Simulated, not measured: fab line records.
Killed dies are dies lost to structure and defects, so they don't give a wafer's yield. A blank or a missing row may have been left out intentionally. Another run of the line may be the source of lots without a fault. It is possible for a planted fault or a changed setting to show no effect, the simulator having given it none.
Split-lot study ; flow sfq line ; 23 wafers read across 5 lots, on a route 325 steps long

ABOUT THE SPLIT
At SFQ_TRILAYER_JJ_CE_LITHO_EXPOSE_115 (exposes mask J5, target cd 700 nm), the setting dose mj was moved away from the recipe's 14.4 on 7 of the 23 wafers read, by -6.1% to +4.9%. This setting was run at the recipe's value on the other wafers.

FROM THE SPLIT TO THE READING: what the file shows between them, 2 steps
- SFQ_TRILAYER_JJ_CE_LITHO_PEB_117: peb time 60 s
- SFQ_TRILAYER_JJ_CE_LITHO_DEVELOP_116: time 60 s

THE READING
cd nm, in nm, at SFQ_TRILAYER_JJ_CE_METRO_MEASURE_117. Typical for fault-free wafers on this fab line: 700.3 nm, with standard deviation 1.4 nm.

wafer;tool, chamber at the split;dose mj as run;against the recipe;cd nm, nm;against lot-mates on the recipe
L075.2;krf scanner-01, 0;14.4;recipe;701.2;-
L075.3;krf scanner-01, 0;14.4;recipe;699.9;-
L075.4;krf scanner-01, 0;14.4;recipe;700.2;-
L075.5;krf scanner-01, 0;14.4;recipe;700.7;-
L075.6;krf scanner-01, 0;14.4;recipe;700.3;-
L077.1;krf scanner-01, 0;15.11;+4.9%;692.8;-8.2
L077.2;krf scanner-01, 0;15.11;+4.9%;693.1;-7.9
L077.4;krf scanner-01, 0;14.4;recipe;701.6;-
L077.5;krf scanner-01, 0;14.4;recipe;701.4;-
L077.6;krf scanner-01, 0;14.4;recipe;700.1;-
L079.1;krf scanner-01, 0;14.4;recipe;699.7;-
L079.4;krf scanner-01, 0;14.4;recipe;699.7;-
L079.6;krf scanner-01, 0;14.4;recipe;702.3;-
L080.1;krf scanner-01, 0;14.4;recipe;701.1;-
L080.2;krf scanner-01, 0;13.52;-6.1%;711.4;+10.1
L080.3;krf scanner-01, 0;13.52;-6.1%;710.6;+9.3
L080.5;krf scanner-01, 0;13.52;-6.1%;710.7;+9.4
L080.6;krf scanner-01, 0;14.4;recipe;701.5;-
L084.1;krf scanner-02, 0;14.4;recipe;699.2;-
L084.2;krf scanner-02, 0;14.4;recipe;699.2;-
L084.3;krf scanner-02, 0;14.69;+2.0%;694.8;-4.6
L084.5;krf scanner-02, 0;14.69;+2.0%;696.8;-2.6
L084.6;krf scanner-02, 0;14.4;recipe;699.8;-

FIT RESULTS
A straight line over all 23 wafers: cd nm changes by -1.68 nm for each +1% of dose mj; r = -0.98; the points scatter about the line by 0.97 nm.
The same after taking each lot's own level away (the mean of its wafers on the recipe; 23 wafers): -1.6 nm for each +1%; r = -0.99; scatter 0.69 nm.
Per that fit: largest dose mj move, reading shift of 9.8 nm.
The span of the lots' own levels, 699.40 to 701.30 nm, comes to 1.4 times the standard deviation stated above.
Hence the lot-to-lot level has little effect on the slope; both slopes agree.
Check: with one of the wafers moved furthest among these (-6.1%) left out of the fit, the line predicts +9.6 nm for it against its lot-mates. It came out at +10.1 nm against them.

OTHER SPLITS ON THESE WAFERS
Other splits were also applied to these wafers ahead of the reading. Each is held against what the fit with the lots' levels taken away leaves over:
other split on the same wafers;wafers away from the commonest value;r with cd nm (lot level and that fit taken away)
SFQ_TRILAYER_I1_VIA_BARC_OPEN_VIA_ETCH_071 source w;8;-0.05
SFQ_TRILAYER_I2_VIA_LITHO_COAT_072 spin rpm;10;+0.00
SFQ_TRILAYER_I2_VIA_BARC_OPEN_VIA_ETCH_096 time s;11;-0.25
SFQ_TRILAYER_M3_DEP_SPUTTER_073 time s;9;-0.17
SFQ_TRILAYER_M3_ETCH_METAL_ETCH_078 time s;7;-0.25
SFQ_TRILAYER_I3_CMP_CMP_082 down force psi;5;+0.01
SFQ_TRILAYER_M4_LITHO_EXPOSE_094 dose mj;9;+0.07
SFQ_TRILAYER_M4_BARC_OPEN_METAL_ETCH_123 time s;8;+0.11
SFQ_TRILAYER_I4_VIA_LITHO_COAT_103 resist thk nm;9;-0.18

THE WHOLE CHAIN: every reading that the file lists as answering this split, in the file's order
step;what it does;reading;change (the file's fit);r (the file's)
SFQ_TRILAYER_JJ_CE_METRO_MEASURE_117;;cd nm;-1.61 nm for each +1% of the setting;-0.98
SFQ_TRILAYER_JJ_CE_BARC_OPEN_RIE_150;chemistry O2, target BARC, target depth 240 nm, time 80 s;JJ.cd nm (the simulator's own value, which no gauge read);-1.55 nm for each +1% of the setting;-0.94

FILE'S OWN FIT
cd nm changes by -1.61 nm for each +1% of dose mj, r = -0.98.
